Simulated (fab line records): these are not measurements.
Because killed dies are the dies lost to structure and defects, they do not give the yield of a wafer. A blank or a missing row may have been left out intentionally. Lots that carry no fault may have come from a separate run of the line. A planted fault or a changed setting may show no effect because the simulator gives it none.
Which tool is to blame? + flow sky130 + 13 lots, 39 wafers sampled, at 2 steps of a route of 708

## WHAT THE GAUGES SHOWED, per wafer
The record holds no reading of a measuring or inspecting step that can be judged against a usual standard deviation.

## WHICH TOOL RAN EACH LOT (tool, then ch and the chambers of the sampled wafers, then the start)
| lot  | SKY_VIA3_CMP_02               | SKY_VIA3_ETCH_15                   |
|------|-------------------------------|------------------------------------|
| L308 | cmp-01 ch 0,1, day 39 05:54   | rie diel-01 ch 1,2,3, day 40 07:27 |
| L310 | cmp-01 ch 1,2,3, day 39 18:53 | rie diel-03 ch 0,1,3, day 40 20:19 |
| L311 | cmp-02 ch 0,2,3, day 39 22:19 | rie diel-01 ch 1,2,3, day 40 22:52 |
| L312 | cmp-01 ch 2,3, day 40 08:35   | rie diel-04 ch 0,1,2, day 41 09:40 |
| L314 | cmp-01 ch 0,1,2, day 40 23:11 | rie diel-04 ch 2,3, day 41 22:42   |
| L313 | cmp-01 ch 1,2,3, day 41 02:59 | rie diel-04 ch 0,1,2, day 42 02:53 |
| L315 | cmp-02 ch 0,1,2, day 41 05:23 | rie diel-04 ch 0,2,3, day 42 04:52 |
| L316 | cmp-02 ch 1,3, day 41 06:49   | rie diel-01 ch 0,1,2, day 42 06:50 |
| L317 | cmp-01 ch 0,1,2, day 41 07:58 | rie diel-04 ch 0,2,3, day 42 07:40 |
| L318 | cmp-01 ch 0,1,2, day 42 12:11 | rie diel-04 ch 0,1,2, day 43 11:36 |
| L319 | cmp-02 ch 0,1,2, day 42 13:15 | rie diel-01 ch 1,2,3, day 43 13:04 |
| L322 | cmp-01 ch 0,1,3, day 42 20:11 | rie diel-04 ch 0,1,3, day 43 19:39 |
| L329 | cmp-02 ch 1,2,3, day 44 13:20 | rie diel-04 ch 1,3, day 45 11:48   |
- SKY_VIA3_CMP_02: polishes SiO2.
- SKY_VIA3_ETCH_15: etches SiO2 in C4F8/O2/Ar, stops on TiN, target depth 507 nm, time 78 s.

## AS READ BY THE TOOLS THEMSELVES (means over the sampled wafers that have a number; for cases with no such wafer, the mark the record gives instead)
SKY_VIA3_CMP_02. Usual: motor current A 11.8 A, standard deviation 1.1.
| lot  | tool   | motor current A (A) | flag |
|------|--------|---------------------|------|
| L308 | cmp-01 | 11.8                |      |
| L310 | cmp-01 | 12.3                |      |
| L311 | cmp-02 | 11.1                |      |
| L312 | cmp-01 | 12.4                |      |
| L314 | cmp-01 | 11.6                |      |
| L313 | cmp-01 | 11.5                |      |
| L315 | cmp-02 | 12.4                |      |
| L316 | cmp-02 | 12.8                |      |
| L317 | cmp-01 | 11.6                |      |
| L318 | cmp-01 | 11.6                |      |
| L319 | cmp-02 | 12.2                |      |
| L322 | cmp-01 | 11.7                |      |
| L329 | cmp-02 | 11.5                |      |

SKY_VIA3_ETCH_15. Usual: oes product au 0.947 a.u., standard deviation 0.0047; rf fwd power W 1491 W, standard deviation 4.9.
| lot  | tool        | oes product au (a.u.) | rf fwd power W (W) | flag |
|------|-------------|-----------------------|--------------------|------|
| L308 | rie diel-01 | 0.946                 | 1488               |      |
| L310 | rie diel-03 | 0.949                 | 1489               |      |
| L311 | rie diel-01 | 0.952                 | 1490               |      |
| L312 | rie diel-04 | 0.946                 | 1495               |      |
| L314 | rie diel-04 | 0.946                 | 1494               |      |
| L313 | rie diel-04 | 0.947                 | 1490               |      |
| L315 | rie diel-04 | 0.948                 | 1493               |      |
| L316 | rie diel-01 | 0.945                 | 1489               |      |
| L317 | rie diel-04 | 0.950                 | 1488               |      |
| L318 | rie diel-04 | 0.943                 | 1494               |      |
| L319 | rie diel-01 | 0.945                 | 1492               |      |
| L322 | rie diel-04 | 0.963                 | 1491               | OFF  |
| L329 | rie diel-04 | 0.946                 | 1491               |      |

## THE ANSWER, worked out from the rows above alone
Rule: lot off if the mean of its wafers having a number is beyond 3 standard deviations from the usual mean. Also off: a lot with no number at a reading for which 4 or more lots have one. Any other lot the step has rows for is counted as sound. Order of review: gauges by route order, followed by the tools' own readings, for which a lot's mean as printed above is used. The first step at which some lot is off is used, and at that step the reading that is off furthest; a lot without a number counts as furthest.
Off, at SKY_VIA3_ETCH_15 on oes product au: L322.
If a tool, at that step or one of the process steps before it, ran each lot that is off and ran no sound lot following the first of them, it fits. One fits: SKY_VIA3_CMP_02 on cmp-01. Its last sound lot is L318 (day 42 12:11), its first lot that is off L322 (day 42 20:11): a fault that began between those two fits.

## WHAT HAD BEEN PUT IN BY THE SIMULATOR
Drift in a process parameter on cmp-01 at SKY_VIA3_CMP_02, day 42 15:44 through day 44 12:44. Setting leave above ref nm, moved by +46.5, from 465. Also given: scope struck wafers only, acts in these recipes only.
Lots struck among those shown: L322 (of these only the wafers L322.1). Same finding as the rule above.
